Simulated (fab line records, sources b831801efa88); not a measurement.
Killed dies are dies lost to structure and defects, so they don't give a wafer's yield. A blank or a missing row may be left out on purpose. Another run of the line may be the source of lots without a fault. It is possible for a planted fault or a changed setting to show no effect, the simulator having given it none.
Which tool was responsible? / flow sky130 / 12 lots with 36 wafers sampled at 7 steps, on a route of 708 steps

== WHAT THE GAUGES READ, wafer by wafer ==
SKY_PWDE_TW_MEAS_10. Usual: PWDE_TW 376, standard deviation 3.3.
lot=L199; measured=day 3 23:25; on=film-metro-04; PWDE_TW=370 372 374; flag=
lot=L202; measured=day 4 17:07; on=film-metro-04; PWDE_TW=372 374 372; flag=
lot=L203; measured=day 4 20:31; on=film-metro-02; PWDE_TW=377 376 379; flag=
lot=L204; measured=day 5 01:04; on=film-metro-04; PWDE_TW=375 375 375; flag=
lot=L207; measured=day 5 15:30; on=film-metro-04; PWDE_TW=386 387 387; flag=OFF
lot=L209; measured=day 6 01:47; on=film-metro-03; PWDE_TW=387 386 386; flag=OFF
lot=L215; measured=day 7 17:32; on=film-metro-04; PWDE_TW=375 376 375; flag=
lot=L217; measured=day 8 00:59; on=film-metro-02; PWDE_TW=382 378 381; flag=
lot=L218; measured=day 8 10:25; on=film-metro-02; PWDE_TW=379 376 380; flag=
lot=L219; measured=day 8 15:38; on=film-metro-02; PWDE_TW=379 380 379; flag=
lot=L221; measured=day 8 23:54; on=film-metro-02; PWDE_TW=380 380 380; flag=
lot=L222; measured=day 9 04:44; on=film-metro-02; PWDE_TW=381 381 379; flag=

SKY_NWELL_RS_MEAS_31: measurement is done with a four-point probe. Usual: PWDE_RS 5280 ohm/sq, standard deviation 16.
lot=L199; measured=day 5 10:06; on=film-metro-02; PWDE_RS (ohm/sq)=5274 5296 5298; flag=
lot=L202; measured=day 6 04:44; on=film-metro-04; PWDE_RS (ohm/sq)=5284 5271 5285; flag=
lot=L203; measured=day 6 09:10; on=film-metro-04; PWDE_RS (ohm/sq)=5302 5292 5289; flag=
lot=L204; measured=day 6 12:55; on=film-metro-04; PWDE_RS (ohm/sq)=5263 5288 5274; flag=
lot=L207; measured=day 7 05:50; on=film-metro-02; PWDE_RS (ohm/sq)=4832 4819 4812 4834 4829 4806; flag=OFF
lot=L209; measured=day 7 16:46; on=film-metro-02; PWDE_RS (ohm/sq)=4821 4808 4830 4813 4807 4820; flag=OFF
lot=L215; measured=day 9 13:11; on=film-metro-04; PWDE_RS (ohm/sq)=5270 5279 5293; flag=
lot=L217; measured=day 9 20:41; on=film-metro-03; PWDE_RS (ohm/sq)=5284 5254 5272; flag=
lot=L218; measured=day 10 06:12; on=film-metro-04; PWDE_RS (ohm/sq)=5275 5275 5272; flag=
lot=L219; measured=day 10 12:19; on=film-metro-03; PWDE_RS (ohm/sq)=5274 5284 5293; flag=
lot=L221; measured=day 10 21:05; on=film-metro-04; PWDE_RS (ohm/sq)=5307 5310 5276; flag=
lot=L222; measured=day 11 02:38; on=film-metro-04; PWDE_RS (ohm/sq)=5263 5232 5245; flag=

SKY_SONOS_ONO_THK_MEAS_05. Usual: SONOS_ONO_CVD_04_THK 5.76 nm, standard deviation 0.12.
lot=L199; measured=day 11 17:22; on=film-metro-04; SONOS_ONO_CVD_04_THK (nm)=5.57 5.60 5.66; flag=
lot=L202; measured=day 12 18:12; on=film-metro-03; SONOS_ONO_CVD_04_THK (nm)=5.68 5.74 5.73; flag=
lot=L203; measured=day 12 20:49; on=film-metro-04; SONOS_ONO_CVD_04_THK (nm)=5.70 5.80 5.81; flag=
lot=L204; measured=day 13 08:08; on=film-metro-01; SONOS_ONO_CVD_04_THK (nm)=5.63 5.63 5.64; flag=
lot=L207; measured=day 14 06:31; on=film-metro-04; SONOS_ONO_CVD_04_THK (nm)=5.77 5.79 5.72; flag=
lot=L209; measured=day 14 20:14; on=film-metro-01; SONOS_ONO_CVD_04_THK (nm)=5.97 6.01 5.98; flag=
lot=L215; measured=day 17 08:41; on=film-metro-03; SONOS_ONO_CVD_04_THK (nm)=5.85 5.75 5.76; flag=
lot=L217; measured=day 17 15:33; on=film-metro-01; SONOS_ONO_CVD_04_THK (nm)=5.62 5.49 5.58; flag=
lot=L218; measured=day 18 04:46; on=film-metro-04; SONOS_ONO_CVD_04_THK (nm)=5.91 6.00 5.91; flag=
lot=L219; measured=day 18 08:46; on=film-metro-01; SONOS_ONO_CVD_04_THK (nm)=5.60 5.60 5.66; flag=
lot=L221; measured=day 19 00:29; on=film-metro-03; SONOS_ONO_CVD_04_THK (nm)=5.91 5.82 5.86; flag=
lot=L222; measured=day 19 08:16; on=film-metro-03; SONOS_ONO_CVD_04_THK (nm)=5.74 5.81 5.85; flag=

SKY_LDD_P_OVL_MEAS_08. Usual: LDD_P_OVL -0.1 nm, standard deviation 1.3.
lot=L199; measured=day 19 00:37; on=overlay-01; LDD_P_OVL (nm)=-1.5 -0.2 -0.3; flag=
lot=L202; measured=day 20 07:03; on=overlay-02; LDD_P_OVL (nm)=-0.4 1.0 -1.2; flag=
lot=L203; measured=day 20 14:21; on=overlay-02; LDD_P_OVL (nm)=-0.2 1.0 -0.6; flag=
lot=L204; measured=day 21 01:53; on=overlay-01; LDD_P_OVL (nm)=-0.5 0.1 1.3; flag=
lot=L207; measured=day 22 00:52; on=overlay-01; LDD_P_OVL (nm)=1.0 0.1 1.4; flag=
lot=L209; measured=day 22 19:01; on=overlay-01; LDD_P_OVL (nm)=1.4 -0.3 -0.4; flag=
lot=L215; measured=day 25 07:04; on=overlay-02; LDD_P_OVL (nm)=1.6 1.0 1.8; flag=
lot=L217; measured=day 25 16:31; on=overlay-02; LDD_P_OVL (nm)=0.5 1.4 0.4; flag=
lot=L218; measured=day 26 04:06; on=overlay-01; LDD_P_OVL (nm)=-2.7 -2.1 -0.3; flag=
lot=L219; measured=day 26 09:56; on=overlay-01; LDD_P_OVL (nm)=0.8 0.5 0.0; flag=
lot=L221; measured=day 26 21:13; on=overlay-01; LDD_P_OVL (nm)=0.3 0.3 -2.6; flag=
lot=L222; measured=day 27 05:10; on=overlay-02; LDD_P_OVL (nm)=-0.3 -2.1 -0.3; flag=

SKY_LDD_LDN_OVL_MEAS_07. Usual: LDD_LDN_OVL -1.8 nm, standard deviation 1.2.
lot=L199; measured=day 22 21:14; on=overlay-01; LDD_LDN_OVL (nm)=-0.6 -0.7 -2.4; flag=
lot=L202; measured=day 24 02:22; on=overlay-01; LDD_LDN_OVL (nm)=-2.3 -0.5 0.0; flag=
lot=L203; measured=day 24 10:01; on=overlay-02; LDD_LDN_OVL (nm)=-1.8 -4.3 -2.7; flag=
lot=L204; measured=day 24 20:28; on=overlay-01; LDD_LDN_OVL (nm)=-1.6 -1.9 -3.0; flag=
lot=L207; measured=day 25 18:37; on=overlay-02; LDD_LDN_OVL (nm)=-1.7 -2.4 -3.5; flag=
lot=L209; measured=day 26 10:28; on=overlay-01; LDD_LDN_OVL (nm)=-2.0 -1.0 -1.6; flag=
lot=L215; measured=day 28 21:00; on=overlay-02; LDD_LDN_OVL (nm)=-1.6 -1.9 -1.9; flag=
lot=L217; measured=day 29 05:58; on=overlay-01; LDD_LDN_OVL (nm)=-1.2 -0.5 -1.5; flag=
lot=L218; measured=day 29 18:31; on=overlay-02; LDD_LDN_OVL (nm)=-0.7 -1.9 0.4; flag=
lot=L219; measured=day 30 00:22; on=overlay-01; LDD_LDN_OVL (nm)=-1.7 -1.1 -0.9; flag=
lot=L221; measured=day 30 10:13; on=overlay-02; LDD_LDN_OVL (nm)=-0.6 -0.5 0.5; flag=
lot=L222; measured=day 30 18:28; on=overlay-02; LDD_LDN_OVL (nm)=-0.9 -3.0 -4.4; flag=

== TOOL THAT RAN EACH LOT (tool first, then ch and the chambers of the sampled wafers, then the start) ==
lot=L199; SKY_PWDE_IMPLANT_08=implanter-02 ch 0, day 3 23:11; SKY_VT_ADJUST_HVTP_DEHYDRATE_00=litho-track-03 ch 0, day 5 17:25
lot=L202; SKY_PWDE_IMPLANT_08=implanter-01 ch 0, day 4 16:53; SKY_VT_ADJUST_HVTP_DEHYDRATE_00=litho-track-03 ch 0, day 6 13:34
lot=L203; SKY_PWDE_IMPLANT_08=implanter-02 ch 0, day 4 20:17; SKY_VT_ADJUST_HVTP_DEHYDRATE_00=litho-track-04 ch 0, day 6 18:20
lot=L204; SKY_PWDE_IMPLANT_08=implanter-02 ch 0, day 5 00:49; SKY_VT_ADJUST_HVTP_DEHYDRATE_00=litho-track-04 ch 0, day 6 22:01
lot=L207; SKY_PWDE_IMPLANT_08=implanter-02 ch 0, day 5 15:15; SKY_VT_ADJUST_HVTP_DEHYDRATE_00=litho-track-03 ch 0, day 7 14:59
lot=L209; SKY_PWDE_IMPLANT_08=implanter-02 ch 0, day 6 01:35; SKY_VT_ADJUST_HVTP_DEHYDRATE_00=litho-track-02 ch 0, day 8 02:20
lot=L215; SKY_PWDE_IMPLANT_08=implanter-03 ch 0, day 7 17:17; SKY_VT_ADJUST_HVTP_DEHYDRATE_00=litho-track-02 ch 0, day 9 23:58
lot=L217; SKY_PWDE_IMPLANT_08=implanter-01 ch 0, day 8 00:44; SKY_VT_ADJUST_HVTP_DEHYDRATE_00=litho-track-03 ch 0, day 10 07:17
lot=L218; SKY_PWDE_IMPLANT_08=implanter-02 ch 0, day 8 10:11; SKY_VT_ADJUST_HVTP_DEHYDRATE_00=litho-track-04 ch 0, day 10 16:58
lot=L219; SKY_PWDE_IMPLANT_08=implanter-01 ch 0, day 8 15:23; SKY_VT_ADJUST_HVTP_DEHYDRATE_00=litho-track-04 ch 0, day 10 23:22
lot=L221; SKY_PWDE_IMPLANT_08=implanter-02 ch 0, day 8 23:39; SKY_VT_ADJUST_HVTP_DEHYDRATE_00=litho-track-03 ch 0, day 11 08:50
lot=L222; SKY_PWDE_IMPLANT_08=implanter-02 ch 0, day 9 04:31; SKY_VT_ADJUST_HVTP_DEHYDRATE_00=litho-track-02 ch 0, day 11 14:28
- SKY_PWDE_IMPLANT_08
- SKY_VT_ADJUST_HVTP_DEHYDRATE_00: time 60 s.

== WHAT THE TOOLS THEMSELVES READ (means of the sampled wafers that have a number; where no wafer has one, the mark that the record gives instead) ==
SKY_PWDE_IMPLANT_08. Usual: dose-ions-cm2 3.601e+12, standard deviation 4.4e+09; faraday-current-uA 20.3, standard deviation 0.37.
lot=L199 tool=implanter-02 dose-ions-cm2=3.605e+12 faraday-current-uA=19.9 flag=
lot=L202 tool=implanter-01 dose-ions-cm2=3.600e+12 faraday-current-uA=20.5 flag=
lot=L203 tool=implanter-02 dose-ions-cm2=3.599e+12 faraday-current-uA=20.3 flag=
lot=L204 tool=implanter-02 dose-ions-cm2=3.607e+12 faraday-current-uA=20.6 flag=
lot=L207 tool=implanter-02 dose-ions-cm2=4.035e+12 faraday-current-uA=22.8 flag=OFF
lot=L209 tool=implanter-02 dose-ions-cm2=4.039e+12 faraday-current-uA=22.7 flag=OFF
lot=L215 tool=implanter-03 dose-ions-cm2=3.602e+12 faraday-current-uA=20.4 flag=
lot=L217 tool=implanter-01 dose-ions-cm2=3.598e+12 faraday-current-uA=20.2 flag=
lot=L218 tool=implanter-02 dose-ions-cm2=3.604e+12 faraday-current-uA=20.4 flag=
lot=L219 tool=implanter-01 dose-ions-cm2=3.593e+12 faraday-current-uA=20.3 flag=
lot=L221 tool=implanter-02 dose-ions-cm2=3.602e+12 faraday-current-uA=20.3 flag=
lot=L222 tool=implanter-02 dose-ions-cm2=3.599e+12 faraday-current-uA=20.3 flag=

== THE ANSWER, worked out from the rows above alone ==
Rule: a lot is off if the mean of its wafers that have a number lies more than 3 standard deviations from the usual mean. Also off: a lot with no number at a reading for which 4 or more lots have one. Any other lot the step has rows for is counted as sound. First the gauges in route order, then the tools' own readings, where a lot's mean is used as printed above. At the first step where some lot is off, the reading lying furthest off is the one used; lots without a number count as furthest.
Off: L207, L209, seen at SKY_PWDE_TW_MEAS_10 (PWDE_TW).
If a tool, at a process step before that reading, ran all the lots that are off and no sound lot after the first of them, it fits. Not tried: the gauges at SKY_PWDE_TW_MEAS_10; whatever is off there is also off at SKY_NWELL_RS_MEAS_31, on other tools, and gauge error can't account for it. Not one of the candidates tried fits.

== WHAT THE SIMULATOR HAD PUT IN ==
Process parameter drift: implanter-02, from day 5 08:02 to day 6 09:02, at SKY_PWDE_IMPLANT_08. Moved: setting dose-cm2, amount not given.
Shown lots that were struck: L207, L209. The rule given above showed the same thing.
